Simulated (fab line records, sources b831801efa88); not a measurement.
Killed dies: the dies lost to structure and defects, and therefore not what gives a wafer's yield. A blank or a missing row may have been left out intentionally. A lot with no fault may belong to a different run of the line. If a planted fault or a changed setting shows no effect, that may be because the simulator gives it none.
Chamber matching    flow gf180mcu    rie-diel-04 running GF_STI_ETCH_13: 4 sister chambers
The step etches the open film in CHF3/O2, stops on Si, target depth 282.31 nm, time 112.9 s. 14 wafers are shown with their chamber, then 7 later ones without.

== EACH WAFER AND ITS CHAMBER ==
wafer   chamber  drypump-motor-current-A (A)  bias-w (W)  oes-product-au (a.u.)
L835.1  2        5.8                          199.3       0.834
L835.2  3        5.4                          200.3       0.831
L835.3  1        6.5                          200.1       0.824
L837.4  0        6.7                          199.1       0.841
L837.5  0        6.6                          199.5       0.839
L837.6  3        5.4                          200.0       0.835
L840.2  0        6.7                          201.0       0.841
L840.4  1        6.5                          200.0       0.830
L840.5  1        6.5                          199.8       0.843
L844.2  0        6.6                          200.6       0.840
L844.4  3        5.4                          199.6       0.836
L844.6  0        6.6                          200.9       0.846
L854.2  0        6.6                          200.3       0.835
L854.4  1        6.5                          200.2       0.830

SIGNATURES (means of the wafers above)
reading                  chamber 0  chamber 1  chamber 2  chamber 3  scatter within a chamber
drypump-motor-current-A  6.633      6.500      5.800      5.400      0.0365
bias-w                   200.233    200.025    199.300    199.967    0.577
oes-product-au           0.84033    0.83175    0.83400    0.83400    0.0052
Rule: a wafer's distance from a chamber is the root of the sum, over the readings, of the square of ((its reading less the chamber's mean) divided by the reading's scatter). The wafer belongs to the nearest chamber; if the next one is less than 2 further off, it can't be placed. The scatter: the root of (the sum of the squares of (reading less its chamber's mean) over the shown wafers, divided by (wafers less chambers)).

== WAFERS WHOSE CHAMBER IS MISSING ==
wafer   drypump-motor-current-A (A)  bias-w (W)  oes-product-au (a.u.)
L854.5  5.4                          200.3       0.824
L855.2  5.8                          200.0       0.844
L855.3  5.4                          199.9       0.844
L855.5  5.4                          200.4       0.831
L857.1  6.6                          200.3       0.838
L857.3  5.4                          198.6       0.850
L857.4  5.8                          200.0       0.844

== CHAMBER TAKEN BY EACH ==
wafer   from the rows above  in truth
L854.5  3                    3
L855.2  2                    2
L855.3  3                    3
L855.5  3                    3
L857.1  0                    0
L857.3  3                    3
L857.4  2                    2
Placed correctly: 7 of 7. From these rows, 0 cannot be placed. Placed wrongly: 0.
